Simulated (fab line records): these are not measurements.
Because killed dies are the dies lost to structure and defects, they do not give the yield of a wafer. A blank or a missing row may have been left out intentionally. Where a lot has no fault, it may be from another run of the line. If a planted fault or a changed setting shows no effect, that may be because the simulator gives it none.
Which tool is to blame? / flow sky130 / 39 wafers from 13 lots sampled at 5 of the route's 708 steps

## WHAT EACH GAUGE READ, for each wafer
SKY_VT_ADJUST_NCORE_TW_MEAS_11.
lot=L906; measured=day 8 11:56; on=film-metro-03; VT_ADJUST_NCORE_TW=221.4 220.4 220.0
lot=L909; measured=day 9 14:58; on=film-metro-02; VT_ADJUST_NCORE_TW=218.0 217.7 218.9
lot=L910; measured=day 9 21:31; on=film-metro-02; VT_ADJUST_NCORE_TW=218.6 216.7 218.3
lot=L911; measured=day 10 07:37; on=film-metro-03; VT_ADJUST_NCORE_TW=220.1 221.5 221.2
lot=L913; measured=day 10 19:11; on=film-metro-02; VT_ADJUST_NCORE_TW=216.5 217.7 215.5
lot=L916; measured=day 11 17:30; on=film-metro-04; VT_ADJUST_NCORE_TW=218.2 219.0 219.8
lot=L920; measured=day 12 18:38; on=film-metro-02; VT_ADJUST_NCORE_TW=215.5 216.4 216.4
lot=L923; measured=day 13 14:19; on=film-metro-03; VT_ADJUST_NCORE_TW=220.6 220.8 221.4
lot=L924; measured=day 13 23:40; on=film-metro-04; VT_ADJUST_NCORE_TW=216.1 217.2 216.2
lot=L925; measured=day 14 08:38; on=film-metro-02; VT_ADJUST_NCORE_TW=218.3 218.3 218.3
lot=L926; measured=day 14 10:44; on=film-metro-02; VT_ADJUST_NCORE_TW=217.4 217.6 216.9
lot=L927; measured=day 14 15:55; on=film-metro-03; VT_ADJUST_NCORE_TW=220.8 220.7 220.3
lot=L928; measured=day 15 01:26; on=film-metro-03; VT_ADJUST_NCORE_TW=220.6 220.0 221.1

SKY_VT_ADJUST_PCH_TW_MEAS_10.
lot=L906; measured=day 10 07:30; on=film-metro-01; VT_ADJUST_PCH_TW=140.6 140.3 141.1
lot=L909; measured=day 11 11:18; on=film-metro-03; VT_ADJUST_PCH_TW=143.2 143.2 144.5
lot=L910; measured=day 11 19:38; on=film-metro-03; VT_ADJUST_PCH_TW=142.9 144.4 143.9
lot=L911; measured=day 12 07:13; on=film-metro-01; VT_ADJUST_PCH_TW=140.4 141.0 140.2
lot=L913; measured=day 12 20:07; on=film-metro-03; VT_ADJUST_PCH_TW=144.2 143.5 144.5
lot=L916; measured=day 13 16:14; on=film-metro-01; VT_ADJUST_PCH_TW=140.8 141.1 140.8
lot=L920; measured=day 14 21:24; on=film-metro-03; VT_ADJUST_PCH_TW=143.7 144.1 143.7
lot=L923; measured=day 15 19:28; on=film-metro-01; VT_ADJUST_PCH_TW=140.7 139.9 139.9
lot=L924; measured=day 16 03:39; on=film-metro-03; VT_ADJUST_PCH_TW=142.7 143.8 143.1
lot=L925; measured=day 16 12:55; on=film-metro-03; VT_ADJUST_PCH_TW=143.4 142.5 143.7
lot=L926; measured=day 16 13:49; on=film-metro-03; VT_ADJUST_PCH_TW=143.4 143.7 143.3
lot=L927; measured=day 16 19:22; on=film-metro-03; VT_ADJUST_PCH_TW=143.2 143.1 144.4
lot=L928; measured=day 17 07:08; on=film-metro-01; VT_ADJUST_PCH_TW=140.2 141.0 141.4

SKY_SONOS_TUNNEL_CD_MEAS_07: the cd target is 410 nm.
lot=L906; measured=day 11 05:50; on=cd-sem-01; cd-nm (nm)=410.1 411.0 407.7
lot=L909; measured=day 12 11:20; on=cd-sem-02; cd-nm (nm)=410.4 410.2 411.5
lot=L910; measured=day 12 19:41; on=cd-sem-02; cd-nm (nm)=410.5 410.0 410.5
lot=L911; measured=day 13 07:02; on=cd-sem-01; cd-nm (nm)=410.5 409.8 410.1
lot=L913; measured=day 13 18:28; on=cd-sem-01; cd-nm (nm)=361.6 362.7 360.3
lot=L916; measured=day 14 19:29; on=cd-sem-01; cd-nm (nm)=372.1 371.6 371.1
lot=L920; measured=day 15 23:08; on=cd-sem-01; cd-nm (nm)=411.7 411.9 410.5
lot=L923; measured=day 16 22:05; on=cd-sem-02; cd-nm (nm)=410.3 408.4 408.7
lot=L924; measured=day 17 06:49; on=cd-sem-02; cd-nm (nm)=412.2 414.0 411.6
lot=L925; measured=day 17 16:45; on=cd-sem-01; cd-nm (nm)=411.2 411.1 411.0
lot=L926; measured=day 17 17:36; on=cd-sem-02; cd-nm (nm)=406.4 408.1 408.5
lot=L927; measured=day 17 22:32; on=cd-sem-01; cd-nm (nm)=409.7 410.5 410.0
lot=L928; measured=day 18 11:04; on=cd-sem-01; cd-nm (nm)=412.4 412.4 408.7

## EACH LOT AND THE TOOL THAT RAN IT (in order: tool; ch and the chambers of the sampled wafers; start)
lot=L906; SKY_VT_ADJUST_LVTN_STRIP_20=plasma-asher-04 ch 0,1, day 7 14:38; SKY_SONOS_TUNNEL_DEVELOP_06=litho-track-03 ch 0, day 11 05:41
lot=L909; SKY_VT_ADJUST_LVTN_STRIP_20=plasma-asher-04 ch 1, day 8 16:53; SKY_SONOS_TUNNEL_DEVELOP_06=litho-track-03 ch 0, day 12 11:11
lot=L910; SKY_VT_ADJUST_LVTN_STRIP_20=plasma-asher-03 ch 0,1, day 9 00:14; SKY_SONOS_TUNNEL_DEVELOP_06=litho-track-02 ch 0, day 12 19:32
lot=L911; SKY_VT_ADJUST_LVTN_STRIP_20=plasma-asher-04 ch 0,1, day 9 09:18; SKY_SONOS_TUNNEL_DEVELOP_06=litho-track-02 ch 0, day 13 06:53
lot=L913; SKY_VT_ADJUST_LVTN_STRIP_20=plasma-asher-02 ch 0,1, day 9 20:48; SKY_SONOS_TUNNEL_DEVELOP_06=litho-track-02 ch 0, day 13 18:20
lot=L916; SKY_VT_ADJUST_LVTN_STRIP_20=plasma-asher-02 ch 0,1, day 10 17:03; SKY_SONOS_TUNNEL_DEVELOP_06=litho-track-02 ch 0, day 14 19:21
lot=L920; SKY_VT_ADJUST_LVTN_STRIP_20=plasma-asher-02 ch 0,1, day 11 18:50; SKY_SONOS_TUNNEL_DEVELOP_06=litho-track-04 ch 0, day 15 22:59
lot=L923; SKY_VT_ADJUST_LVTN_STRIP_20=plasma-asher-04 ch 0,1, day 12 15:50; SKY_SONOS_TUNNEL_DEVELOP_06=litho-track-03 ch 0, day 16 21:56
lot=L924; SKY_VT_ADJUST_LVTN_STRIP_20=plasma-asher-04 ch 0,1, day 12 23:41; SKY_SONOS_TUNNEL_DEVELOP_06=litho-track-04 ch 0, day 17 06:40
lot=L925; SKY_VT_ADJUST_LVTN_STRIP_20=plasma-asher-02 ch 0,1, day 13 06:55; SKY_SONOS_TUNNEL_DEVELOP_06=litho-track-02 ch 0, day 17 16:36
lot=L926; SKY_VT_ADJUST_LVTN_STRIP_20=plasma-asher-04 ch 0,1, day 13 09:06; SKY_SONOS_TUNNEL_DEVELOP_06=litho-track-04 ch 0, day 17 17:28
lot=L927; SKY_VT_ADJUST_LVTN_STRIP_20=plasma-asher-02 ch 0,1, day 13 13:11; SKY_SONOS_TUNNEL_DEVELOP_06=litho-track-02 ch 0, day 17 22:23
lot=L928; SKY_VT_ADJUST_LVTN_STRIP_20=plasma-asher-03 ch 0,1, day 13 23:11; SKY_SONOS_TUNNEL_DEVELOP_06=litho-track-03 ch 0, day 18 10:55
- SKY_VT_ADJUST_LVTN_STRIP_20: strips in O2/N2.
- SKY_SONOS_TUNNEL_DEVELOP_06: develop time 60 s.

## WHAT THE TOOLS THEMSELVES READ (means of the sampled wafers that have a number; where no wafer has one, the mark that the record gives instead)
SKY_VT_ADJUST_LVTN_STRIP_20.
lot=L906; tool=plasma-asher-04; drypump-motor-current-A (A)=5.5; o2-flow-sccm (sccm)=2995; oes-product-au (a.u.)=0.714; strip-time-to-endpoint-s (s)=14.18
lot=L909; tool=plasma-asher-04; drypump-motor-current-A (A)=5.2; o2-flow-sccm (sccm)=3006; oes-product-au (a.u.)=0.714; strip-time-to-endpoint-s (s)=14.14
lot=L910; tool=plasma-asher-03; drypump-motor-current-A (A)=6.0; o2-flow-sccm (sccm)=3000; oes-product-au (a.u.)=0.720; strip-time-to-endpoint-s (s)=14.19
lot=L911; tool=plasma-asher-04; drypump-motor-current-A (A)=5.9; o2-flow-sccm (sccm)=3007; oes-product-au (a.u.)=0.715; strip-time-to-endpoint-s (s)=14.14
lot=L913; tool=plasma-asher-02; drypump-motor-current-A (A)=5.2; o2-flow-sccm (sccm)=3006; oes-product-au (a.u.)=0.716; strip-time-to-endpoint-s (s)=14.14
lot=L916; tool=plasma-asher-02; drypump-motor-current-A (A)=5.2; o2-flow-sccm (sccm)=2991; oes-product-au (a.u.)=0.717; strip-time-to-endpoint-s (s)=14.20
lot=L920; tool=plasma-asher-02; drypump-motor-current-A (A)=5.2; o2-flow-sccm (sccm)=3003; oes-product-au (a.u.)=0.716; strip-time-to-endpoint-s (s)=14.20
lot=L923; tool=plasma-asher-04; drypump-motor-current-A (A)=5.5; o2-flow-sccm (sccm)=2999; oes-product-au (a.u.)=0.719; strip-time-to-endpoint-s (s)=14.13
lot=L924; tool=plasma-asher-04; drypump-motor-current-A (A)=5.8; o2-flow-sccm (sccm)=2999; oes-product-au (a.u.)=0.717; strip-time-to-endpoint-s (s)=14.12
lot=L925; tool=plasma-asher-02; drypump-motor-current-A (A)=5.3; o2-flow-sccm (sccm)=3004; oes-product-au (a.u.)=0.719; strip-time-to-endpoint-s (s)=14.15
lot=L926; tool=plasma-asher-04; drypump-motor-current-A (A)=5.5; o2-flow-sccm (sccm)=3004; oes-product-au (a.u.)=0.714; strip-time-to-endpoint-s (s)=14.17
lot=L927; tool=plasma-asher-02; drypump-motor-current-A (A)=5.2; o2-flow-sccm (sccm)=2983; oes-product-au (a.u.)=0.719; strip-time-to-endpoint-s (s)=14.16
lot=L928; tool=plasma-asher-03; drypump-motor-current-A (A)=6.3; o2-flow-sccm (sccm)=2992; oes-product-au (a.u.)=0.715; strip-time-to-endpoint-s (s)=14.17

## THE ANSWER, worked out from the rows above alone
Rule: the usual values come from the lots themselves. The widest of any qualifying gaps counts: lots, ordered by their means at a reading, are off when they make up no more than a third of the lots, leave a main group of 4 or more, and stand apart from it by 3 or more times the standard deviation of that group's means. If all means in a main group match to the digits the tables above print for the reading, that group is not used. Also off: a lot with no number at a reading for which 4 or more lots have one. Where the step has rows for the other lots, those lots are counted as sound. The gauges are gone through in route order, then the tools' own readings, and for those a lot's mean is taken as printed above. The first step at which some lot is off is used, and at that step the reading that is off furthest; a lot without a number counts as furthest.
Off, at SKY_SONOS_TUNNEL_CD_MEAS_07 on cd-nm: L913, L916. Mean 410.4 nm and standard deviation 1.2 in the main group.
If a tool, at a process step before that reading, ran all the lots that are off and no sound lot after the first of them, it fits. Gauges at SKY_SONOS_TUNNEL_CD_MEAS_07: tried the same way as those tools. No candidate that was tried fits.

## WHAT HAD BEEN PUT IN BY THE SIMULATOR
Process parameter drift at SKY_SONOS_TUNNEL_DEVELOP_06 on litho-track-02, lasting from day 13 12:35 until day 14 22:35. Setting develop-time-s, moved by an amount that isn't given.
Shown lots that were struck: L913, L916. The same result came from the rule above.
